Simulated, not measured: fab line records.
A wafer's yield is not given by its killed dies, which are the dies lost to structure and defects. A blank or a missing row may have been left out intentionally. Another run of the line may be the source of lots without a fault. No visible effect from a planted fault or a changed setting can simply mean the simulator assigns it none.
Chamber matching :: flow gf180mcu :: 3 sister chambers for GF_CONTACT_CVD_02 on pecvd-03
The step deposits SiO2 from TEOS, target thk 860 nm, time 95.992 s. 14 wafers are shown with their chamber, then 7 later ones without.

## EACH WAFER AND ITS CHAMBER
wafer: L865.2
chamber: 2
heater_power_w (W): 675
heater_power_outer_w (W): 358

wafer: L865.3
chamber: 0
heater_power_w (W): 641
heater_power_outer_w (W): 368

wafer: L865.5
chamber: 2
heater_power_w (W): 716
heater_power_outer_w (W): 402

wafer: L873.1
chamber: 2
heater_power_w (W): 641
heater_power_outer_w (W): 351

wafer: L873.3
chamber: 1
heater_power_w (W): 542
heater_power_outer_w (W): 337

wafer: L873.4
chamber: 0
heater_power_w (W): 522
heater_power_outer_w (W): 271

wafer: L875.1
chamber: 0
heater_power_w (W): 566
heater_power_outer_w (W): 288

wafer: L875.3
chamber: 1
heater_power_w (W): 559
heater_power_outer_w (W): 353

wafer: L875.4
chamber: 2
heater_power_w (W): 722
heater_power_outer_w (W): 422

wafer: L881.3
chamber: 1
heater_power_w (W): 527
heater_power_outer_w (W): 322

wafer: L881.4
chamber: 0
heater_power_w (W): 618
heater_power_outer_w (W): 342

wafer: L881.5
chamber: 1
heater_power_w (W): 566
heater_power_outer_w (W): 352

wafer: L882.3
chamber: 0
heater_power_w (W): 631
heater_power_outer_w (W): 354

wafer: L882.4
chamber: 0
heater_power_w (W): 675
heater_power_outer_w (W): 361

SIGNATURES (means of the wafers above)
reading: heater_power_w
chamber 0: 608.83
chamber 1: 548.50
chamber 2: 688.50
scatter within a chamber: 43.3

reading: heater_power_outer_w
chamber 0: 330.67
chamber 1: 341.00
chamber 2: 383.25
scatter within a chamber: 33.8
Rule: a wafer lies at a distance from a chamber equal to the root of the sum of squares, over the readings, of (its reading less the chamber's mean, divided by the reading's scatter). The wafer belongs to the nearest chamber; if the next one is less than 2 further off, it can't be placed. The scatter: take each reading less its chamber's mean, square it, sum over the shown wafers, divide by the number of wafers less the number of chambers, and take the root.

## WAFERS WHOSE CHAMBER IS MISSING
wafer: L882.6
heater_power_w (W): 475
heater_power_outer_w (W): 286

wafer: L885.1
heater_power_w (W): 601
heater_power_outer_w (W): 333

wafer: L885.4
heater_power_w (W): 598
heater_power_outer_w (W): 378

wafer: L885.5
heater_power_w (W): 664
heater_power_outer_w (W): 364

wafer: L886.4
heater_power_w (W): 473
heater_power_outer_w (W): 285

wafer: L886.5
heater_power_w (W): 588
heater_power_outer_w (W): 308

wafer: L886.6
heater_power_w (W): 527
heater_power_outer_w (W): 272

## WHICH CHAMBER EACH ONE RAN IN
wafer: L882.6
from the rows above: can't be placed: 1 or 0
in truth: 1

wafer: L885.1
from the rows above: can't be placed: 0 or 1
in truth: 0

wafer: L885.4
from the rows above: can't be placed: 0 or 1 or 2
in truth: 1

wafer: L885.5
from the rows above: can't be placed: 2 or 0 or 1
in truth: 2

wafer: L886.4
from the rows above: can't be placed: 1 or 0
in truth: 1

wafer: L886.5
from the rows above: can't be placed: 0 or 1
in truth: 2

wafer: L886.6
from the rows above: can't be placed: 1 or 0
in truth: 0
Correct placement for 0 of the 7. Not placeable from these rows: 7 (in 6, the candidates include the true chamber). Number placed wrongly: 0.
